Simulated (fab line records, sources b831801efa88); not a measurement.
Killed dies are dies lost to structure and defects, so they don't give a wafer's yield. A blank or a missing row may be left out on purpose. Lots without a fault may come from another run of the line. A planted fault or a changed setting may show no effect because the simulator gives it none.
fab line records | flow sky130
record lots=6 wafers=18 last_day=51
route steps=708 shown SD_N@358 SD_P@359 RES_XHIGH@360 SALICIDE@361 LI_CONTACT@362 PAD_OPEN@708
lots that met no fault: from a run of the same line without faults
start_h: hours from the record's first day to the start of the lot's first wafer shown | wait_h: hours since the lot's step before | " the same as in the row above | L1.1+2: a row that stands for several wafers | - no value, or no start given | * or withheld: withheld | < > ~ a bound
route shown NAME@n: a module of which the file shows steps, and the number in the route of the first | usual: mean/standard deviation of fault-free wafers | same: alike in all rows | chamber/n: place in a boat | sites: the reading at each site | _std_site: their standard deviation | _edge_site: outer sites' mean less inner sites' | radius_mm: how far each site lies from the wafer's centre | mask NAME#n: copy n | behind: the tool/chamber that last shaped the wafer | hold: why the lot was held/for how many hours/how that ended | device: the transistor (n, p or np) that didn't switch | end of line: the same wafers' tests at the end of the route | a step without rows: its recipe alone | killed: dies lost to structure and defects at the first sort, not the wafer's yield | map: a wafer's dies, x killed, . not, _ none there
set.NAME: the setting as run; set.NAME@STEP: as run at that earlier step | model.NAME: the simulator's own value behind a step, which no gauge read
lots at some steps of the route; a table a step, a row a wafer
services: from which hour (start_h, from the record's first day; less than 0 if before it) a tool's chamber was out of use, for how many hours, and why
## steps
# step SKY_SD_N_RS_MEAS_16
# recipe thk_meas_gauge=four-point-probe
# usual SD_N_RS=68.63/0.12
# columns lot.wafer tool chamber start_h wait_h SD_N_RS[ohm/sq]
L216.2 film_metro-03 - 679.76 0.1 68.66
L216.3 " - " " 68.61
L216.5 " - " " 68.51
L220.1 film_metro-01 - 711.21 0.1 68.58
L220.2 " - " " 68.68
L220.4 " - " " 68.59
L228.1 film_metro-03 - 779.36 0.1 68.78
L228.2 " - " " 68.82
L228.4 " - " " 68.63
L229.1 film_metro-01 - 786.16 0.1 68.64
L229.4 " - " " 68.67
L229.5 " - " " 68.67
L231.3 film_metro-04 - 803.75 0.1 68.62
L231.4 " - " " 68.53
L231.6 " - " " 68.61
L236.1 film_metro-03 - 833.39 0.1 68.52
L236.2 " - " " 68.69
L236.4 " - " " 68.57
# step SKY_SD_N_RS_MEAS_17
# recipe thk_meas_gauge=four-point-probe
# usual SD_P_RS=147.2/0.37
# columns lot.wafer tool chamber start_h wait_h SD_P_RS[ohm/sq]
L216.2 film_metro-03 - 679.88 0.1 147.0
L216.3 " - " " 147.2
L216.5 " - " " 147.5
L220.1 film_metro-01 - 711.33 0.1 146.9
L220.2 " - " " 147.0
L220.4 " - " " 147.0
L228.1 film_metro-03 - 779.48 0.1 147.7
L228.2 " - " " 147.3
L228.4 " - " " 147.7
L229.1 film_metro-01 - 786.28 0.1 146.7
L229.4 " - " " 146.8
L229.5 " - " " 147.0
L231.3 film_metro-04 - 803.87 0.1 147.7
L231.4 " - " " 147.6
L231.6 " - " " 147.8
L236.1 film_metro-03 - 833.51 0.1 147.0
L236.2 " - " " 147.4
L236.4 " - " " 147.4
# step SKY_SD_N_RS_MEAS_18
# recipe thk_meas_gauge=four-point-probe
# usual RES_XHIGH_RS=335.9/1.1
# columns lot.wafer tool chamber start_h wait_h RES_XHIGH_RS[ohm/sq]
L216.2 film_metro-03 - 680.00 0.1 337.0
L216.3 " - " " 336.6
L216.5 " - " " 335.9
L220.1 film_metro-01 - 711.45 0.1 337.3
L220.2 " - " " 337.8
L220.4 " - " " 337.6
L228.1 film_metro-03 - 779.60 0.1 335.8
L228.2 " - " " 336.2
L228.4 " - " " 336.0
L229.1 film_metro-01 - 786.40 0.1 335.1
L229.4 " - " " 335.9
L229.5 " - " " 336.2
L231.3 film_metro-04 - 803.99 0.1 336.2
L231.4 " - " " 335.3
L231.6 " - " " 335.3
L236.1 film_metro-03 - 833.63 0.1 336.7
L236.2 " - " " 336.8
L236.4 " - " " 336.7
# step SKY_SALICIDE_CLEAN_00
# recipe chemistry=HF-last time_s=30 dilution=100:1 dry=ipa_marangoni
# step SKY_LI_CONTACT_HDPCVD_00
# recipe material=PSG target_thk_nm=930 sigma_open_frac=0.3 time_s=153 temp_c=600 sih4_flow_sccm=60 pressure_mtorr=6
# step SKY_LI_CONTACT_THK_MEAS_01
# recipe reads=PSG_of_LI_CONTACT_HDPCVD_00
# usual LI_CONTACT_HDPCVD_THK=918/7.9
# columns lot.wafer tool chamber start_h wait_h LI_CONTACT_HDPCVD_THK[nm]
L216.2 film_metro-04 - 680.23 0.1 910
L216.3 " - " " 917
L216.5 " - " " 916
L220.1 film_metro-03 - 711.69 0.1 924
L220.2 " - " " 928
L220.4 " - " " 920
L228.1 film_metro-04 - 779.84 0.1 924
L228.2 " - " " 913
L228.4 " - " " 923
L229.1 film_metro-03 - 786.64 0.1 928
L229.4 " - " " 922
L229.5 " - " " 924
L231.3 film_metro-01 - 804.21 0.1 929
L231.4 " - " " 920
L231.6 " - " " 935
L236.1 film_metro-01 - 833.87 0.1 921
L236.2 " - " " 916
L236.4 " - " " 907
# step SKY_LI_CONTACT_CMP_02
# recipe material=PSG down_force_psi=4 platen_rpm=60 pad_velocity_m_s=0.94248
# usual motor_current_A=12.2/1.5 time_to_endpoint_s=30.8/2.1
# columns lot.wafer tool chamber start_h wait_h motor_current_A time_to_endpoint_s
L216.2 cmp-01 2 680.33 0.1 12.9 30.3
L216.3 " 3 " " 12.4 31.8
L216.5 " 2 " " 12.2 30.4
L220.1 cmp-01 2 711.97 0.3 12.0 33.5
L220.4 " 3 " " 12.6 35.4
L220.2 " 1 " " 12.2 33.2
L228.4 cmp-01 3 779.90 0.0 12.9 31.1
L228.1 " 0 " " 12.3 31.5
L228.2 " 1 " " 12.0 30.9
L229.1 cmp-01 0 786.70 0.1 11.1 31.4
L229.4 " 2 " " 12.0 30.3
L229.5 " 1 " " 12.3 29.0
L231.3 cmp-01 0 804.25 0.0 11.7 31.6
L231.4 " 3 " " 12.8 31.3
L231.6 " 1 " " 12.9 32.1
L236.4 cmp-01 3 833.93 0.0 12.2 31.3
L236.2 " 0 " " 11.6 28.1
L236.1 " 2 " " 12.9 30.8
# step SKY_LI_CONTACT_BOW_MEAS_03
# recipe mode=bow
# usual LI_CONTACT_BOW=57/7
# columns lot.wafer tool chamber start_h wait_h LI_CONTACT_BOW[um]
L216.2 film_metro-03 - 680.60 0.2 44
L216.3 " - " " 66
L216.5 " - " " 59
L220.1 film_metro-01 - 712.27 0.2 59
L220.2 " - " " 51
L220.4 " - " " 58
L228.1 film_metro-01 - 780.20 0.2 53
L228.2 " - " " 48
L228.4 " - " " 55
L229.1 film_metro-04 - 787.00 0.2 52
L229.4 " - " " 55
L229.5 " - " " 64
L231.3 film_metro-01 - 804.59 0.3 52
L231.4 " - " " 54
L231.6 " - " " 50
L236.1 film_metro-03 - 834.23 0.1 50
L236.2 " - " " 59
L236.4 " - " " 56
# step SKY_LI_CONTACT_DEHYDRATE_04
# recipe temp_c=200 time_s=60
# step SKY_LI_CONTACT_HMDS_05
# recipe prime_time_s=60 prime_temp_c=120
# step SKY_LI_CONTACT_COAT_06
# recipe resist=BARC temp_c=withheld time_s=withheld spin_rpm=3000 resist_thk_nm=60
# step SKY_LI_CONTACT_COAT_07
# recipe resist=KrF-thick spin_rpm=3000 resist_thk_nm=450
# step SKY_LI_CONTACT_SOFTBAKE_08
# recipe temp_c=100 time_s=90 resist=KrF-thick
# usual heater_power_total_W=57.36/0.11 plate_temp_C=100.02/0.11 resist_line_temp_C=23.01/0.09
# columns lot.wafer tool chamber start_h wait_h heater_power_total_W plate_temp_C resist_line_temp_C
L216.2 litho_track-04 0 694 - 57.44 100.12 22.95
L216.3 " 0 " " 57.39 99.93 23.06
L216.5 " 0 " " 57.30 99.99 22.97
L220.1 litho_track-03 0 726 - 57.47 100.17 22.98
L220.2 " 0 " " 57.27 100.04 22.93
L220.4 " 0 " " 57.45 100.24 23.06
L228.1 litho_track-01 0 793 - 57.33 100.24 23.04
L228.2 " 0 " " 57.26 100.02 23.10
L228.4 " 0 " " 57.21 99.90 23.10
L229.1 litho_track-04 0 800 - 53.88 95.61 23.21
L229.4 " 0 " " 53.84 95.67 22.98
L229.5 " 0 " " 53.78 95.74 23.17
L231.3 litho_track-04 0 817 - 53.95 95.41 23.05
L231.4 " 0 " " 53.89 95.41 22.95
L231.6 " 0 818 - 53.83 95.55 22.96
L236.1 litho_track-01 0 847 - 57.28 100.00 22.91
L236.2 " 0 " " 57.51 99.92 22.96
L236.4 " 0 " " 57.27 99.92 22.97
# step SKY_LI_CONTACT_EXPOSE_09
# recipe mask_id=LICM1 na=0.8 source_shape=annular sigma_inner=0.55 sigma_outer=0.85 target_cd_nm=170 dose_mj=38
# step SKY_LI_CONTACT_PEB_10
# recipe peb_temp_c=withheld peb_time_s=withheld resist=KrF-thick
# step SKY_LI_CONTACT_DEVELOP_11
# recipe develop_time_s=60 resist=KrF-thick dev_temp_c=21
# usual resist_line_temp_C=22.97/0.095
# columns lot.wafer tool chamber start_h wait_h resist_line_temp_C model.KrF-thick_of_LI_CONTACT_COAT_07.thk_nm
L216.2 litho_track-04 0 - - 23.01 436.7
L216.3 " 0 " " 23.02 436.3
L216.5 " 0 " " 23.01 434.9
L220.1 litho_track-03 0 - - 23.03 436
L220.2 " 0 " " 22.99 437.2
L220.4 " 0 " " 22.96 436.8
L228.1 litho_track-04 0 - - 22.99 434.8
L228.2 " 0 " " 22.95 435.7
L228.4 " 0 " " 23.02 434.2
L229.1 litho_track-03 0 - - 22.83 436
L229.4 " 0 " " 22.91 438.5
L229.5 " 0 " " 22.90 437.1
L231.3 litho_track-01 0 - - 22.92 439.7
L231.4 " 0 " " 23.01 438.9
L231.6 " 0 " " 23.08 440.2
L236.1 litho_track-01 0 - - 22.87 437.3
L236.2 " 0 " " 23.12 436.4
L236.4 " 0 " " 23.03 437.6
# step SKY_LI_CONTACT_CD_MEAS_12
# recipe target_cd_nm=170
# usual cd_nm=169.8/1.9
# columns lot.wafer tool chamber start_h wait_h cd_nm
L216.2 cd_sem-02 - 708.02 - 167.3
L216.3 " - " " 168.7
L216.5 " - " " 166.9
L220.1 cd_sem-02 - 739.81 - 165.8
L220.2 " - " " 167.3
L220.4 " - " " 168.1
L228.1 cd_sem-01 - 807.80 - 170.4
L228.2 " - " " 171.1
L228.4 " - " " 169.3
L229.1 cd_sem-01 - 814.37 - 167.7
L229.4 " - " " 166.3
L229.5 " - " " 166.4
L231.3 cd_sem-01 - 831.94 - 169.7
L231.4 " - " " 169.9
L231.6 " - " " 171.1
L236.1 cd_sem-01 - 860.80 - 168.2
L236.2 " - " " 169.8
L236.4 " - " " 169.1
# step SKY_LI_CONTACT_OVL_MEAS_13
# usual LI_CONTACT_OVL=4/5.8
# columns lot.wafer tool chamber start_h wait_h LI_CONTACT_OVL[nm]
L216.2 overlay-01 - 708.13 0.1 1
L216.3 " - " " -2
L216.5 " - " " 6
L220.1 overlay-02 - 739.93 0.1 15
L220.2 " - " " 5
L220.4 " - " " 4
L228.1 overlay-02 - 807.92 0.1 7
L228.2 " - " " 6
L228.4 " - " " 8
L229.1 overlay-01 - 814.49 0.1 3
L229.4 " - " " 0
L229.5 " - " " 1
L231.3 overlay-02 - 832.03 0.1 6
L231.4 " - " " 6
L231.6 " - " " 2
L236.1 overlay-01 - 860.92 0.1 8
L236.2 " - " " 5
L236.4 " - " " 1
# step SKY_LI_CONTACT_ETCH_14
# recipe chemistry=N2/H2 target=BARC ion_energy_ev=200 source_w=500 bias_w=100 pressure_mtorr=30 n2_flow_sccm=100 h2_flow_sccm=200 stop_on=SiO2 time_s=45.9 target_depth_a=600
# usual drypump_motor_current_A=5.7/0.42 oes_product_au=0.855/0.0048 rf_fwd_power_W=495.0/2.2 throttle_valve_pct=13.224/0.0081
# columns lot.wafer tool chamber start_h wait_h drypump_motor_current_A oes_product_au rf_fwd_power_W rf_hours_counter_h throttle_valve_pct model.KrF-thick_of_LI_CONTACT_COAT_07.thk_nm
L216.2 rie_diel-03 2 708.16 0.0 6.1 0.852 497.5 20 13.218 393.2
L216.3 " 1 " " 5.8 0.850 497.4 19 13.224 392.3
L216.5 " 2 " " 6.1 0.855 496.9 - 13.215 391.5
L220.1 rie_diel-03 0 739.97 0.0 5.2 0.852 494.4 12 13.218 391.9
L220.2 " 3 " " 5.4 0.850 489.9 9 13.211 393.3
L220.4 " 2 " " 6.1 0.856 499.0 20 13.223 393.1
L228.1 rie_diel-02 3 807.96 0.0 5.9 0.866 496.4 2 13.227 392.1
L228.2 " 1 " " 5.2 0.854 496.1 15 13.241 392.8
L228.4 " 0 " " 5.5 0.858 491.9 18 13.212 391.6
L229.1 rie_diel-02 1 814.52 0.0 5.3 0.851 494.2 15 13.220 392.4
L229.4 " 2 " " 5.7 0.854 493.8 7 13.200 395.1
L229.5 " 3 " " 5.9 0.853 495.5 - 13.228 393.9
L231.3 rie_diel-03 1 832.05 0.0 5.8 0.854 497.9 22 13.233 395.6
L231.4 " 3 " " 5.4 0.856 493.5 11 13.227 395.3
L231.6 " 1 " " 5.8 0.857 496.4 - 13.228 396.6
L236.1 rie_diel-02 3 860.95 0.0 5.9 0.860 497.4 3 13.237 394.1
L236.2 " 1 " " 5.3 0.858 494.7 16 13.228 392.4
L236.4 " 2 " " 5.7 0.853 499.2 8 13.224 394.1
# step SKY_LI_CONTACT_ETCH_15
# recipe target=PSG chemistry=C4F8/O2/Ar stop_on=Si taper_deg=4.15 mask_material=KrF-thick source_w=1500 bias_w=1200 pressure_mtorr=40 c4f8_flow_sccm=withheld O2_flow_sccm=6 Ar_flow_sccm=300 time_s=withheld target_depth_a=6000
# usual oes_product_au=0.836/0.005 rf_fwd_power_W=1493/4.9
# columns lot.wafer tool chamber start_h wait_h oes_product_au rf_fwd_power_W
L216.2 rie_diel-03 2 708.20 0.0 0.838 1497
L216.3 " 1 " " 0.833 1497
L216.5 " 2 " " 0.841 1494
L220.1 rie_diel-03 0 740.01 0.0 0.842 1492
L220.2 " 3 " " 0.829 1489
L220.4 " 2 " " 0.836 1493
L228.1 rie_diel-02 3 808.00 0.0 0.839 1496
L228.2 " 1 " " 0.833 1500
L228.4 " 0 " " 0.832 1492
L229.1 rie_diel-02 1 814.56 0.0 0.845 1491
L229.4 " 2 " " 0.838 1499
L229.5 " 3 " " 0.827 1491
L231.3 rie_diel-03 1 832.09 0.0 0.835 1482
L231.4 " 3 " " 0.837 1498
L231.6 " 1 " " 0.844 1489
L236.1 rie_diel-02 3 860.99 0.0 0.840 1495
L236.2 " 1 " " 0.835 1492
L236.4 " 2 " " 0.837 1488
# step SKY_PAD_OPEN_PROBE_99
# usual killed_at_M0_to_M3=43/7.3 killed_at_M4_up=3.4/2.1 killed_at_contacts=24/5.9 killed_at_front_end=14/4 killed_at_other=0.3/0.54 killed_dies=85/10 killed_open=46/7.7 killed_short=38/6
# same gross_dies=492 killed_at_back_side=0
# columns lot.wafer tool chamber start_h wait_h killed_at_M0_to_M3 killed_at_M4_up killed_at_contacts killed_at_front_end killed_at_other killed_dies killed_open killed_short
L231.3 prober-01 - 1196.75 0.2 55 4 29 12 1 101 50 50
L231.4 prober-01 - 1196.80 0.2 35 2 25 12 0 74 46 28
L231.6 prober-01 - 1196.90 0.2 43 5 24 19 1 92 49 43
# killed by level:class
L231.3 LI_CONTACT:geometric_particle:open=10 CONTACT:geometric_particle:open=9 VIA2:geometric_particle:open=9 METAL2:geometric_particle:short=8 CONTACT:geometric_particle:short=7 VIA3:geometric_particle:short=6 METAL1:geometric_particle:short=5 VIA1:geometric_particle:open=5
L231.4 CONTACT:geometric_particle:open=14 VIA1:geometric_particle:open=8 VIA2:geometric_particle:open=6 POLY_GATE:geometric_particle:open=4 CONTACT:geometric_particle:short=4 METAL2:geometric_particle:short=4 VIA3:geometric_particle:open=4 POLY_GATE:geometric_particle:short=3
L231.6 LI_CONTACT:geometric_particle:open=11 VIA1:geometric_particle:open=7 VIA1:geometric_particle:short=6 VIA2:geometric_particle:short=6 POLY_GATE:geometric_particle:short=5 CONTACT:geometric_particle:open=5 METAL1:geometric_particle:short=5 VIA3:geometric_particle:open=5
## services
# columns tool chamber start_h hours kind
cmp-01 - 661.85 0.2 repair
cmp-01 - 662.88 1.9 repair
rie_diel-02 - 712.37 29.7 repair
rie_diel-03 - 712.79 15.6 pm
rie_diel-02 3 742.03 - clean
rie_diel-02 3 742.03 13.0 scheduled_down
rie_diel-02 3 742.03 13.0 vent_cycle
rie_diel-02 0 744.60 6.6 repair
cmp-01 - 756.43 15.7 repair
rie_diel-02 1 799.30 3.9 repair
rie_diel-02 - 844.41 1.1 repair
rie_diel-03 1 855.40 - clean
rie_diel-03 1 855.40 20.1 scheduled_down
rie_diel-03 1 855.40 20.1 vent_cycle
## key
first_sign step=SKY_LI_CONTACT_SOFTBAKE_08 reading=plate_temp_C direction=down sigmas=39 usual=* struck=*
effect step=SKY_LI_CONTACT_SOFTBAKE_08 reading=heater_power_total_W direction=down sigmas=32 usual=* struck=*
model_effect step=SKY_LI_CONTACT_DEVELOP_11 value=KrF-thick_of_LI_CONTACT_COAT_07.thk_nm without=435.7 struck=438.4
model_effect step=SKY_LI_CONTACT_ETCH_14 value=KrF-thick_of_LI_CONTACT_COAT_07.thk_nm without=392.1 struck=394.8
met_at SKY_LI_CONTACT_SOFTBAKE_08
struck_wafers L229.1,L229.4,L229.5,L231.3,L231.4,L231.6
tester_left_out L229,L231
onset_between 694 800
fault kind=process_parameter_drift tool=litho_track-04 chamber=- onset_h=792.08 steps=SKY_LI_CONTACT_SOFTBAKE_08 channel=temp_c offset=* shape=step end_h=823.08 acts_in=* stated=*
# tester_left_out: of these lots the tester's yield and bins aren't shown, on N5 and GAA mostly nor the transistor test; their killed dies are dies lost to structure and defects alone, not to doping, threshold or leakage, so they don't give the yield
